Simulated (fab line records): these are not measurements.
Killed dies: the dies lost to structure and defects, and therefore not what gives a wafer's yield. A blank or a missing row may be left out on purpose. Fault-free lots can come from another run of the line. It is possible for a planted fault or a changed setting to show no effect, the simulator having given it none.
Comparing a struck lot with a sound one :: flow sky130 :: 19 out of 708 route steps
Sound: wafers L347.1, L347.4, L347.6. The struck wafers were L358.3, L358.4. The cause is named last.
Order at every step that has rows: each side's tool, ch and its chambers, its first start. Under that, the readings that differ: sound wafers :: struck wafers :: difference of the means :: sigmas: that difference in standard deviations of wafers without a fault.
alike: readings with means less than 2 such deviations apart, plus words and numbers identical on both sides. not compared: withheld readings, readings lacking a value on some wafer, bounds such as >300 that could conceal the same value, and numbers that have no deviation in the record and whose values overlap.
Wherever a step has rows on one side only, a row that says differs or no value, or a row with sigmas, the two part there. Numbers that don't overlap but have no deviation are shown without sigmas and don't part them. A reading that every wafer of one side lacks parts them only if that side has two wafers or more.

first, 4 steps without rows for these wafers: SKY_RES_XHIGH_EXPOSE_04 (exposes mask URPM, target cd 1270 nm); SKY_RES_XHIGH_PEB_05; SKY_RES_XHIGH_DEVELOP_06 (develop time 60 s); SKY_RES_XHIGH_IMPLANT_07.
SKY_RES_XHIGH_STRIP_08: strips in O2/N2.
  sound on plasma_asher-02 ch 0,1, day 30 08:21; struck on plasma_asher-02 ch 0,1, day 33 10:17
  alike: drypump_motor_current_A, oes_product_au, strip_time_to_endpoint_s
  not compared: rf_hours_counter_h
SKY_RES_XHIGH_TW_MEAS_09:
  sound on film_metro-04 at day 30 08:27; struck on film_metro-04 at day 33 10:23
  alike: RES_XHIGH_TW
then, 6 steps without rows for these wafers: SKY_SD_N_DEHYDRATE_00 (time 60 s); SKY_SD_N_HMDS_01 (prime time 60 s); SKY_SD_N_COAT_02 (resist thk 1140 nm); SKY_SD_N_SOFTBAKE_03 (time 60 s); SKY_SD_N_EXPOSE_04 (exposes mask NSDM, target cd 380 nm); SKY_SD_N_PEB_05.
SKY_SD_N_DEVELOP_06: develop time 60 s.
  sound on litho_track-02 ch 0, day 31 11:37; struck on litho_track-03 ch 0, day 34 12:48
SKY_SD_N_OVL_MEAS_08:
  sound on overlay-01 at day 31 11:53; struck on overlay-01 at day 34 15:40
reading: hold
sound: - - -
struck: await_dispo/2.4h/release await_dispo/2.4h/release
difference: no value on the sound wafers
sigmas: 
  alike: SD_N_OVL
then, 2 steps without rows for these wafers: SKY_SD_N_IMPLANT_09; SKY_SD_N_IMPLANT_10.
SKY_SD_N_STRIP_11: strips in O2/N2.
  sound on plasma_asher-01 ch 0,1, day 31 12:13; struck on plasma_asher-01 ch 0,1, day 34 16:01
  alike: drypump_motor_current_A, oes_product_au, strip_time_to_endpoint_s
  not compared: rf_hours_counter_h
SKY_SD_N_TW_MEAS_12:
  sound on film_metro-04 at day 31 12:19; struck on film_metro-03 at day 34 16:25
reading: SD_N_TW
sound: 4057 4045 4049
struck: 30 30
difference: -4020
sigmas: -99 or more
  not compared: hold
-- here the record skips 16 days between the struck wafers' starts before and after, leaving off in module SD_N and picking up in module PAD_OPEN (first step shown: number 708 of the route) --
SKY_PAD_OPEN_PROBE_99:
  sound on prober-02 at day 48 09:43; struck on prober-01 at day 50 09:28
reading: hold
sound: - - -
struck: await_dispo/2.3h/release await_dispo/2.3h/release
difference: no value on the sound wafers
sigmas: 

reading: killed_at_front_end
sound: 15 15 18
struck: 430 407
difference: +402
sigmas: +98

reading: killed_dies
sound: 80 83 91
struck: 492 492
difference: +407
sigmas: +47

reading: killed_on_rim
sound: 12 17 25
struck: 96 96
difference: +78
sigmas: +20
  alike: killed_at_M0_to_M3, killed_at_M4_up, killed_at_contacts, killed_at_other, killed_open, killed_short

WHERE THEY PART
At SKY_SD_N_OVL_MEAS_08 first; at SKY_PAD_OPEN_PROBE_99 last (within this record only).

WHY: what the simulator had put in
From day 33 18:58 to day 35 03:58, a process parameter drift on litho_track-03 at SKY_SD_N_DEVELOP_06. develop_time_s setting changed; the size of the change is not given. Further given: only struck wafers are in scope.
